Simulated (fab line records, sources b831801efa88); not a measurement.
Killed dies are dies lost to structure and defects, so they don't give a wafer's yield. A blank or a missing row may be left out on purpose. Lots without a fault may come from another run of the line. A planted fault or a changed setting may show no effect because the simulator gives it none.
A struck lot beside a sound one | flow sky130 | 15 steps out of a route of 708
Sound: wafers L653.3, L653.5, L653.6. Struck: wafer L662.2. (L662.1, L662.4 of the same lot were not struck and are left out.) The cause comes at the end.
At each step with rows: each side's tool, then ch and its chambers, then its first start. Under that, the readings that differ: sound wafers | struck wafers | difference of the means | sigmas: that difference in standard deviations of wafers without a fault.
alike: readings whose means differ by less than 2 such deviations, and words and numbers that are the same on both sides. not compared: withheld readings, readings that some wafer has no value for, bounds like >300 that may hide the same value, and numbers for which the record gives no deviation and whose values overlap.
The two part at a step that has a row with sigmas, a row that says differs or no value, or rows on one side only. Numbers that don't overlap but have no deviation are shown without sigmas and don't part them. A reading that every wafer of one side lacks parts them only if that side has two wafers or more.

SKY_VIA4_STRIP_13: strips in O2/N2.
  sound on plasma_asher-02 ch 0,1, day 43 19:59; struck on plasma_asher-03 ch 1, day 46 02:47
  reading                | sound | struck | difference                   | sigmas
  rf_hours_counter_h (h) | - - - | 2      | no value on the sound wafers |
  alike: drypump_motor_current_A, o2_flow_sccm, oes_product_au, strip_time_to_endpoint_s
then, 3 steps without rows for these wafers: SKY_VIA4_STRIP_14 (strips in post etch residue remover, time 1200 s); SKY_VIA4_CLEAN_15 (cleans in IPA, time 180 s); SKY_VIA4_CLEAN_16 (cleans in O3/DIW).
SKY_VIA4_SPUTTER_17: material TiN, target thk 20 nm, time 80 s.
  sound on pvd_sputter-04, day 43 20:32; struck on pvd_sputter-02, day 46 03:23
  alike: cathode_dc_power_W, throttle_valve_pct
then, 1 step without rows for these wafers: SKY_VIA4_CVD_18 (deposits W, target thk 505 nm, time 152.14 s).
SKY_VIA4_RS_MEAS_19: measures by four-point-probe.
  sound on film_metro-03, day 43 20:47; struck on film_metro-03, day 46 03:37
  alike: VIA4_W_RS
SKY_VIA4_THK_MEAS_20: measures by xrf.
  sound on film_metro-03, day 43 20:53; struck on film_metro-03, day 46 03:44
  alike: VIA4_W_THK
then, 1 step without rows for these wafers: SKY_VIA4_CMP_21 (polishes, stops on SiO2, t overpolish 25 s, target thk 0 nm).
SKY_METAL5_SPUTTER_00: material Ti, target thk 15 nm, time 10 s.
  sound on pvd_sputter-01, day 43 21:24; struck on pvd_sputter-01, day 46 04:11
  alike: cathode_dc_power_W, throttle_valve_pct
SKY_METAL5_SPUTTER_01: material TiN, target thk 20 nm, time 17.17 s.
  sound on pvd_sputter-01, day 43 21:25; struck on pvd_sputter-01, day 46 04:12
  alike: cathode_dc_power_W, throttle_valve_pct
then, 1 step without rows for these wafers: SKY_METAL5_SPUTTER_02 (material AlCu, target thk 1150 nm, time 61.2 s).
SKY_METAL5_SPUTTER_03: material Ti, target thk 5 nm, time 3.3 s.
  sound on pvd_sputter-01, day 43 21:30; struck on pvd_sputter-01, day 46 04:17
  reading                | sound                | struck | difference | sigmas
  cathode_dc_power_W (W) | 3000.0 2999.6 2999.2 | 2918.9 | -80.7      | -99 or more
  alike: throttle_valve_pct
SKY_METAL5_SPUTTER_04: material TiN, target thk 70 nm, time 58.3 s.
  sound on pvd_sputter-01, day 43 21:31; struck on pvd_sputter-01, day 46 04:18
  alike: cathode_dc_power_W, throttle_valve_pct
SKY_PAD_OPEN_PROBE_99:
  the record has rows for the sound wafers here (prober-01, day 46 16:38) and none for the struck ones

WHERE THEY PART
First at SKY_VIA4_STRIP_13; last, within this record, at SKY_PAD_OPEN_PROBE_99.

WHY: what the simulator had put in
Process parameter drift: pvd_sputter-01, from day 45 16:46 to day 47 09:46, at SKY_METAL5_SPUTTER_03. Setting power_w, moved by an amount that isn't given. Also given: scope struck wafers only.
